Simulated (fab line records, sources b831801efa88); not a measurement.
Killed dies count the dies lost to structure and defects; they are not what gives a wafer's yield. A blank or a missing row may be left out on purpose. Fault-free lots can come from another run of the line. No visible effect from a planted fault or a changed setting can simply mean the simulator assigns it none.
Which of the tools did it? | flow gf180mcu | 24 lots with 72 wafers sampled at 5 steps, on a route of 602 steps

== WHAT EACH GAUGE READ, for each wafer ==
GF_VT_IMPLANT_OVL_MEAS_18.
lot  | measured     | on         | VT_IMPLANT_01_OVL (nm)
L074 | day 6 05:31  | overlay-01 | -0.4 0.6 1.7
L075 | day 6 11:50  | overlay-02 | 1.8 -0.6 0.5
L076 | day 6 17:58  | overlay-02 | -0.2 0.9 -0.2
L077 | day 7 01:50  | overlay-02 | -0.4 -1.2 -2.7
L078 | day 7 08:19  | overlay-02 | -0.6 1.2 0.7
L079 | day 7 13:19  | overlay-02 | -0.4 1.1 0.1
L080 | day 7 20:23  | overlay-01 | 2.1 0.3 2.1
L081 | day 8 03:22  | overlay-01 | -2.2 -2.4 -0.8
L082 | day 8 11:47  | overlay-01 | -1.3 -1.5 -0.1
L083 | day 8 15:16  | overlay-01 | -0.3 -0.2 0.8
L084 | day 8 21:11  | overlay-02 | -0.2 0.0 -0.6
L085 | day 9 00:41  | overlay-01 | -1.3 0.8 0.5
L086 | day 9 08:16  | overlay-02 | 1.0 0.1 0.0
L087 | day 9 14:14  | overlay-02 | -0.6 0.6 0.9
L088 | day 10 04:53 | overlay-01 | 0.9 -0.7 2.3
L089 | day 10 11:58 | overlay-02 | 1.9 1.8 -0.7
L090 | day 10 13:32 | overlay-01 | -3.0 -3.4 -0.8
L091 | day 10 18:46 | overlay-01 | 0.6 1.7 0.6
L092 | day 11 04:13 | overlay-01 | 0.6 -2.1 1.0
L093 | day 11 11:43 | overlay-02 | 2.4 0.1 1.5
L094 | day 11 15:46 | overlay-01 | -2.0 0.1 -0.2
L095 | day 12 00:56 | overlay-01 | -2.1 -1.1 -1.7
L096 | day 12 01:10 | overlay-01 | 0.9 1.3 0.0
L097 | day 12 06:49 | overlay-02 | -1.9 -2.7 -1.0

GF_CONTACT_OVL_MEAS_15.
lot  | measured     | on         | CONTACT_OVL (nm)
L074 | day 15 21:59 | overlay-02 | -5 -4 -6
L075 | day 16 11:32 | overlay-01 | -7 -10 -6
L076 | day 16 20:49 | overlay-01 | -2 2 1
L077 | day 17 05:09 | overlay-01 | 8 5 2
L078 | day 17 16:35 | overlay-01 | 3 5 2
L079 | day 18 01:08 | overlay-02 | 2 1 4
L080 | day 18 09:41 | overlay-02 | -6 1 -4
L081 | day 18 20:38 | overlay-01 | 0 -5 -2
L082 | day 19 03:02 | overlay-01 | -1 -4 -3
L083 | day 19 18:26 | overlay-02 | -6 -4 -5
L084 | day 19 21:05 | overlay-01 | -1 2 0
L085 | day 19 23:59 | overlay-01 | -9 -10 -5
L086 | day 20 12:50 | overlay-01 | -2 18 4
L087 | day 21 00:06 | overlay-02 | -3 -3 0
L088 | day 21 19:38 | overlay-02 | -2 -3 -4
L089 | day 21 23:38 | overlay-02 | 4 5 1
L090 | day 22 02:26 | overlay-02 | 0 -3 1
L091 | day 22 07:53 | overlay-02 | 1 -3 4
L092 | day 22 19:28 | overlay-01 | -4 -2 -5
L093 | day 23 09:50 | overlay-02 | -5 4 3
L094 | day 23 09:09 | overlay-02 | 1 8 1
L095 | day 23 22:59 | overlay-01 | 2 0 -2
L096 | day 23 23:38 | overlay-02 | 2 2 3
L097 | day 24 03:35 | overlay-02 | -4 -8 -9

GF_M3_THK_MEAS_06: measures by xrf.
lot  | measured     | on            | M3_ALCU_THK (nm)
L074 | day 20 04:42 | film-metro-01 | 465 461 458
L075 | day 20 19:34 | film-metro-01 | 454 450 450
L076 | day 21 03:37 | film-metro-01 | 443 450 448
L077 | day 21 12:59 | film-metro-04 | 446 436 435
L078 | day 22 00:34 | film-metro-04 | 454 447 451
L079 | day 22 09:58 | film-metro-04 | 462 450 455
L080 | day 22 17:37 | film-metro-04 | 444 443 441
L081 | day 23 03:39 | film-metro-02 | 450 464 463
L082 | day 23 08:52 | film-metro-01 | 448 451 446
L083 | day 24 00:40 | film-metro-01 | 452 446 452
L084 | day 24 02:28 | film-metro-04 | 456 452 442
L085 | day 24 05:57 | film-metro-02 | 452 446 452
L086 | day 24 16:41 | film-metro-01 | 452 456 446
L087 | day 25 03:35 | film-metro-01 | 441 437 442
L088 | day 25 20:52 | film-metro-04 | 446 455 442
L089 | day 26 01:47 | film-metro-04 | 447 447 451
L090 | day 26 03:16 | film-metro-04 | 456 452 453
L091 | day 26 08:56 | film-metro-02 | 463 447 467
L092 | day 26 18:47 | film-metro-01 | 461 454 456
L093 | day 27 07:41 | film-metro-04 | 448 452 441
L094 | day 27 05:59 | film-metro-02 | 459 471 456
L095 | day 27 18:07 | film-metro-01 | 452 457 455
L096 | day 27 19:37 | film-metro-04 | 447 451 452
L097 | day 27 23:01 | film-metro-04 | 449 457 451

== TOOL THAT RAN EACH LOT (tool first, then ch and the chambers of the sampled wafers, then the start) ==
lot  | GF_POLY_GATE_ETCH_13             | GF_M1_METAL_ETCH_16
L074 | rie-si-01 ch 1,3, day 9 03:50    | rie-metal-01 ch 0,1, day 16 22:16
L075 | rie-si-01 ch 0,1,3, day 9 10:59  | rie-metal-01 ch 0,1, day 17 12:25
L076 | rie-si-01 ch 0,2,3, day 9 18:05  | rie-metal-03 ch 0,1, day 17 20:52
L077 | rie-si-02 ch 1,2,3, day 10 02:31 | rie-metal-03 ch 0,1, day 18 06:09
L078 | rie-si-01 ch 2,3, day 10 11:22   | rie-metal-03 ch 0,1, day 18 17:55
L079 | rie-si-01 ch 0,1,2, day 10 15:26 | rie-metal-02 ch 0,1, day 19 03:25
L080 | rie-si-01 ch 0,1,2, day 11 00:11 | rie-metal-02 ch 0,1, day 19 11:22
L081 | rie-si-02 ch 1,2,3, day 11 08:32 | rie-metal-02 ch 0,1, day 19 23:06
L082 | rie-si-02 ch 1,2,3, day 11 15:08 | rie-metal-01 ch 0,1, day 20 04:55
L083 | rie-si-01 ch 0,1, day 11 23:53   | rie-metal-01 ch 0, day 20 20:01
L084 | rie-si-01 ch 0,1, day 12 03:44   | rie-metal-02 ch 0,1, day 20 22:50
L085 | rie-si-02 ch 1,2,3, day 12 07:47 | rie-metal-01 ch 0,1, day 21 02:06
L086 | rie-si-01 ch 1,2,3, day 12 16:05 | rie-metal-02 ch 0,1, day 21 14:23
L087 | rie-si-01 ch 1,2,3, day 12 22:50 | rie-metal-02 ch 0,1, day 22 01:24
L088 | rie-si-02 ch 0,1, day 13 18:46   | rie-metal-03 ch 0,1, day 22 19:53
L089 | rie-si-02 ch 1,2, day 13 23:23   | rie-metal-03 ch 0,1, day 23 00:37
L090 | rie-si-02 ch 0,2,3, day 14 02:11 | rie-metal-02 ch 0,1, day 23 02:46
L091 | rie-si-01 ch 0,1, day 14 05:41   | rie-metal-02 ch 0,1, day 23 08:31
L092 | rie-si-02 ch 1,3, day 14 17:58   | rie-metal-01 ch 0,1, day 23 20:13
L093 | rie-si-01 ch 1,2,3, day 15 03:31 | rie-metal-03 ch 0,1, day 24 10:07
L094 | rie-si-01 ch 2,3, day 15 06:13   | rie-metal-01 ch 0,1, day 24 09:25
L095 | rie-si-02 ch 0,1,3, day 15 17:43 | rie-metal-03 ch 0,1, day 24 22:23
L096 | rie-si-01 ch 1,2,3, day 15 19:10 | rie-metal-02 ch 0, day 24 23:05
L097 | rie-si-02 ch 0,1,3, day 16 00:16 | rie-metal-03 ch 0,1, day 25 03:08
- GF_POLY_GATE_ETCH_13: etches poly-Si in HBr/Cl2, stops on SiO2, target depth 198.5 nm, time 69.6 s.
- GF_M1_METAL_ETCH_16: etches the open film in Cl2/BCl3, stops on SiO2, target depth 627.5 nm, time 104.6 s.

== AS READ BY THE TOOLS THEMSELVES (means over the sampled wafers that have a number; for cases with no such wafer, the mark the record gives instead) ==
GF_POLY_GATE_ETCH_13.
lot  | tool      | drypump-motor-current-A (A) | oes-product-au (a.u.) | throttle-valve-pct (%)
L074 | rie-si-01 | 5.5                         | 0.989                 | 33.689
L075 | rie-si-01 | 5.5                         | 0.988                 | 33.686
L076 | rie-si-01 | 5.7                         | 0.992                 | 33.675
L077 | rie-si-02 | 5.8                         | 0.986                 | 33.689
L078 | rie-si-01 | 5.7                         | 0.985                 | 33.689
L079 | rie-si-01 | 5.8                         | 0.988                 | 33.675
L080 | rie-si-01 | 5.8                         | 0.991                 | 33.684
L081 | rie-si-02 | 5.8                         | 0.984                 | 33.682
L082 | rie-si-02 | 5.8                         | 0.986                 | 33.680
L083 | rie-si-01 | 5.7                         | 0.986                 | 33.689
L084 | rie-si-01 | 5.6                         | 0.992                 | 33.685
L085 | rie-si-02 | 5.8                         | 0.985                 | 33.680
L086 | rie-si-01 | 5.8                         | 0.977                 | 33.684
L087 | rie-si-01 | 5.8                         | 0.987                 | 33.687
L088 | rie-si-02 | 5.6                         | 0.989                 | 33.687
L089 | rie-si-02 | 5.9                         | 0.985                 | 33.683
L090 | rie-si-02 | 5.8                         | 0.990                 | 33.685
L091 | rie-si-01 | 5.6                         | 0.988                 | 33.689
L092 | rie-si-02 | 5.7                         | 0.999                 | 33.691
L093 | rie-si-01 | 5.8                         | 0.986                 | 33.680
L094 | rie-si-01 | 6.1                         | 0.982                 | 33.690
L095 | rie-si-02 | 5.6                         | 0.993                 | 33.691
L096 | rie-si-01 | 5.8                         | 0.991                 | 33.691
L097 | rie-si-02 | 5.6                         | 0.994                 | 33.683

GF_M1_METAL_ETCH_16.
lot  | tool         | bcl3-flow-sccm (sccm) | drypump-motor-current-A (A) | oes-product-au (a.u.) | throttle-valve-pct (%)
L074 | rie-metal-01 | 40.06                 | 6.3                         | 0.972                 | 28.248
L075 | rie-metal-01 | 39.99                 | 6.2                         | 0.967                 | 28.253
L076 | rie-metal-03 | 40.14                 | 5.5                         | 0.967                 | 28.244
L077 | rie-metal-03 | 39.91                 | 5.5                         | 0.972                 | 28.238
L078 | rie-metal-03 | 40.20                 | 5.7                         | 0.966                 | 28.260
L079 | rie-metal-02 | 40.01                 | 5.9                         | 0.973                 | 28.249
L080 | rie-metal-02 | 39.95                 | 5.8                         | 0.973                 | 28.256
L081 | rie-metal-02 | 40.10                 | 5.8                         | 0.975                 | 28.247
L082 | rie-metal-01 | 39.88                 | 6.3                         | 0.965                 | 28.255
L083 | rie-metal-01 | 39.89                 | 6.4                         | 0.976                 | 28.250
L084 | rie-metal-02 | 40.01                 | 5.8                         | 0.970                 | 28.246
L085 | rie-metal-01 | 39.97                 | 6.2                         | 0.968                 | 28.258
L086 | rie-metal-02 | 40.00                 | 5.9                         | 0.978                 | 28.249
L087 | rie-metal-02 | 39.92                 | 5.9                         | 0.976                 | 28.254
L088 | rie-metal-03 | 40.12                 | 5.5                         | 0.976                 | 28.251
L089 | rie-metal-03 | 40.04                 | 5.5                         | 0.974                 | 28.249
L090 | rie-metal-02 | 40.02                 | 5.8                         | 0.969                 | 28.250
L091 | rie-metal-02 | 39.93                 | 5.8                         | 0.968                 | 28.251
L092 | rie-metal-01 | 40.12                 | 6.2                         | 0.976                 | 28.245
L093 | rie-metal-03 | 39.98                 | 5.5                         | 0.979                 | 28.245
L094 | rie-metal-01 | 40.19                 | 6.3                         | 0.976                 | 28.240
L095 | rie-metal-03 | 40.10                 | 5.7                         | 0.978                 | 28.248
L096 | rie-metal-02 | 40.23                 | 6.0                         | 0.975                 | 28.251
L097 | rie-metal-03 | 39.95                 | 5.7                         | 0.974                 | 28.257

== THE ANSWER, worked out from the rows above alone ==
Rule: the usual values come from the lots themselves. The widest of any qualifying gaps counts: lots, ordered by their means at a reading, are off when they make up no more than a third of the lots, leave a main group of 4 or more, and stand apart from it by 3 or more times the standard deviation of that group's means. A main group whose means are all the same, to the digits that the tables above print for the reading, isn't used. Also off: a lot with no number at a reading for which 4 or more lots have one. Where the step has rows for the other lots, those lots are counted as sound. After the gauges, taken in route order, come the tools' own readings; for these a lot's mean is taken, as printed above. The first step at which some lot is off is used, and at that step the reading that is off furthest; a lot without a number counts as furthest.
Nothing can be told from this: no lot is off at any reading shown.

== WHAT HAD BEEN PUT IN BY THE SIMULATOR ==
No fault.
